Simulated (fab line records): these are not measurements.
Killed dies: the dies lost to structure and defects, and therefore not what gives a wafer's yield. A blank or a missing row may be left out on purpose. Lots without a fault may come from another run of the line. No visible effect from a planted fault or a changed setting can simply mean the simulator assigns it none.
Which tool is to blame? | flow sky130 | 38 wafers from 13 lots sampled at 4 of the route's 708 steps

== WHAT THE GAUGES SHOWED, per wafer ==
SKY_NWELL_THK_MEAS_02.
lot  | measured    | on           | NWELL_OXIDATION_THK (nm)
L952 | day 2 13:23 | filmMetro-03 | 10.11 10.13 10.10
L954 | day 2 21:31 | filmMetro-03 | 10.11 10.05 9.82
L956 | day 3 07:55 | filmMetro-03 | 9.79 9.92 9.83
L957 | day 3 14:29 | filmMetro-02 | 9.80 10.02 9.71
L958 | day 3 18:38 | filmMetro-03 | 9.97 10.08 10.01
L960 | day 4 06:02 | filmMetro-02 | 9.83 9.77 9.64
L961 | day 4 12:06 | filmMetro-01 | 9.78 9.96 9.90
L962 | day 4 14:15 | filmMetro-03 | 10.27 10.31 10.44
L963 | day 4 23:05 | filmMetro-03 | 10.01 10.21 10.09
L964 | day 5 04:32 | filmMetro-01 | 9.80 9.81 9.93
L968 | day 6 01:10 | filmMetro-02 | 10.17 9.84
L974 | day 7 09:02 | filmMetro-03 | 9.76 9.88 9.67
L975 | day 7 11:56 | filmMetro-03 | 9.83 9.87 9.81

SKY_PWDE_TW_MEAS_10.
lot  | measured    | on           | PWDE_TW
L952 | day 3 21:20 | filmMetro-02 | 375.9 373.6 372.4
L954 | day 4 06:04 | filmMetro-03 | 370.1 371.2 370.2
L956 | day 4 17:04 | filmMetro-02 | 370.7 371.7 372.1
L957 | day 5 00:07 | filmMetro-01 | 374.3 374.3 374.5
L958 | day 5 05:05 | filmMetro-02 | 375.5 373.4 374.1
L960 | day 5 17:06 | filmMetro-03 | 370.8 369.8 369.3
L961 | day 5 23:13 | filmMetro-02 | 373.3 372.8 373.0
L962 | day 6 01:05 | filmMetro-01 | 376.7 378.5 377.7
L963 | day 6 11:04 | filmMetro-02 | 373.2 374.2 375.1
L964 | day 6 17:14 | filmMetro-02 | 373.1 373.7 373.5
L968 | day 7 16:13 | filmMetro-03 | 369.5 368.3
L974 | day 9 02:31 | filmMetro-03 | 370.9 371.5 369.4
L975 | day 9 05:25 | filmMetro-02 | 374.8 374.7 373.8

== EACH LOT AND THE TOOL THAT RAN IT (in order: tool; ch and the chambers of the sampled wafers; start) ==
lot  | SKY_FIELD_ISO_ETCH_14            | SKY_FIELD_ISO_ETCH_15
L952 | rieDiel-02 ch 0,1,3, day 2 05:26 | rieDiel-02 ch 0,1,3, day 2 05:28
L954 | rieDiel-02 ch 0,1,3, day 2 15:07 | rieDiel-02 ch 0,1,3, day 2 15:09
L956 | rieDiel-02 ch 1,2, day 3 00:37   | rieDiel-02 ch 1,2, day 3 00:39
L957 | rieDiel-03 ch 2,3, day 3 08:19   | rieDiel-03 ch 2,3, day 3 08:21
L958 | rieDiel-04 ch 1,3, day 3 11:20   | rieDiel-04 ch 1,3, day 3 11:23
L960 | rieDiel-03 ch 0,3, day 3 22:02   | rieDiel-03 ch 0,3, day 3 22:05
L961 | rieDiel-03 ch 1,3, day 4 03:44   | rieDiel-03 ch 1,3, day 4 03:46
L962 | rieDiel-04 ch 1,2,3, day 4 07:26 | rieDiel-04 ch 1,2,3, day 4 07:29
L963 | rieDiel-04 ch 0,1,3, day 4 14:41 | rieDiel-04 ch 0,1,3, day 4 14:43
L964 | rieDiel-03 ch 0,2, day 4 21:14   | rieDiel-03 ch 0,2, day 4 21:16
L968 | rieDiel-04 ch 1,3, day 5 16:29   | rieDiel-04 ch 1,3, day 5 16:32
L974 | rieDiel-03 ch 0,2, day 7 00:26   | rieDiel-03 ch 0,2, day 7 00:28
L975 | rieDiel-03 ch 0,1,3, day 7 04:07 | rieDiel-03 ch 0,1,3, day 7 04:09
- SKY_FIELD_ISO_ETCH_14: etches BARC in N2/H2, stops on SiO2, time 45.9 s, target depth 60 nm.
- SKY_FIELD_ISO_ETCH_15: etches the open film in CHF3/O2, stops on Si, target depth 180 nm, time 72 s.

== WHAT THE TOOLS THEMSELVES READ (means of the sampled wafers that have a number; where no wafer has one, the mark that the record gives instead) ==
SKY_FIELD_ISO_ETCH_14.
lot  | tool       | drypumpMotorCurrentA (A) | oesProductAu (a.u.) | runLengthS (s) | throttleValvePct (%)
L952 | rieDiel-02 | 5.6                      | 0.853               | 74.2           | 13.224
L954 | rieDiel-02 | 5.6                      | 0.856               | 74.4           | 13.222
L956 | rieDiel-02 | 5.2                      | 0.854               | 74.7           | 13.217
L957 | rieDiel-03 | 5.9                      | 0.849               | 74.2           | 13.232
L958 | rieDiel-04 | 5.9                      | 0.851               | 73.9           | 13.230
L960 | rieDiel-03 | 5.7                      | 0.855               | 74.1           | 13.222
L961 | rieDiel-03 | 5.2                      | 0.857               | 74.0           | 13.225
L962 | rieDiel-04 | 5.9                      | 0.855               | 74.0           | 13.232
L963 | rieDiel-04 | 5.9                      | 0.859               | 74.3           | 13.223
L964 | rieDiel-03 | 6.1                      | 0.858               | 73.9           | 13.228
L968 | rieDiel-04 | 6.0                      | 0.817               | 79.2           | 13.228
L974 | rieDiel-03 | 6.1                      | 0.853               | 74.2           | 13.217
L975 | rieDiel-03 | 5.4                      | 0.851               | 74.1           | 13.227

SKY_FIELD_ISO_ETCH_15.
lot  | tool       | chf3FlowSccm (sccm) | drypumpMotorCurrentA (A) | oesProductAu (a.u.) | runLengthS (s) | throttleValvePct (%)
L952 | rieDiel-02 | 50.19               | 5.6                      | 0.950               | 100.4          | 8.843
L954 | rieDiel-02 | 50.03               | 5.6                      | 0.949               | 100.5          | 8.857
L956 | rieDiel-02 | 50.04               | 5.1                      | 0.947               | 100.9          | 8.849
L957 | rieDiel-03 | 49.96               | 5.9                      | 0.945               | 100.2          | 8.842
L958 | rieDiel-04 | 50.01               | 5.9                      | 0.943               | 100.2          | 8.846
L960 | rieDiel-03 | 50.15               | 5.7                      | 0.944               | 100.1          | 8.851
L961 | rieDiel-03 | 49.92               | 5.2                      | 0.943               | 100.1          | 8.842
L962 | rieDiel-04 | 50.03               | 5.9                      | 0.950               | 100.2          | 8.840
L963 | rieDiel-04 | 50.10               | 5.9                      | 0.945               | 100.2          | 8.843
L964 | rieDiel-03 | 50.03               | 6.1                      | 0.944               | 100.4          | 8.845
L968 | rieDiel-04 | 50.09               | 6.0                      | 0.939               | 99.8           | 8.847
L974 | rieDiel-03 | 50.05               | 6.1                      | 0.952               | 100.3          | 8.855
L975 | rieDiel-03 | 50.06               | 5.5                      | 0.940               | 100.0          | 8.844

== THE ANSWER, worked out from the rows above alone ==
Rule: usual is defined by the lots themselves. Put in order of their means at a reading, lots are off if they are a third of the lots or fewer, leave a main group of 4 or more, and stand apart from it by a gap of 3 or more times the standard deviation of the main group's means; of several such gaps the widest counts. A main group whose means are all the same, to the digits that the tables above print for the reading, isn't used. A lot without any number at a reading at which 4 lots or more have one is off too. All remaining lots with rows at the step are treated as sound. After the gauges, taken in route order, come the tools' own readings; for these a lot's mean is taken, as printed above. The first step at which some lot is off is used, and at that step the reading that is off furthest; a lot without a number counts as furthest.
Off at SKY_FIELD_ISO_ETCH_14 (runLengthS): L968. The main group has a mean of 74.2 s with a standard deviation of 0.22.
If a tool, at that step or one of the process steps before it, ran each lot that is off and ran no sound lot following the first of them, it fits. One fits: rieDiel-04 at SKY_FIELD_ISO_ETCH_14. Its last sound lot is L963 (day 4 14:41), its first lot that is off L968 (day 5 16:29): a fault that began between those two fits.
The tool's own readings at SKY_FIELD_ISO_ETCH_14 bear it out: on the lots that are off they differ by more than 5 times the standard deviation of the sound lots' means. oesProductAu reads 0.817 a.u. there against 0.854 a.u. on the sound lots; runLengthS reads 79.2 s there against 74.2 s on the sound lots.

== WHAT THE SIMULATOR PUT IN ==
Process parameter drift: rieDiel-04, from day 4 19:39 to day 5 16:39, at SKY_FIELD_ISO_ETCH_14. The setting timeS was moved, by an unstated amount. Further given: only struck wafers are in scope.
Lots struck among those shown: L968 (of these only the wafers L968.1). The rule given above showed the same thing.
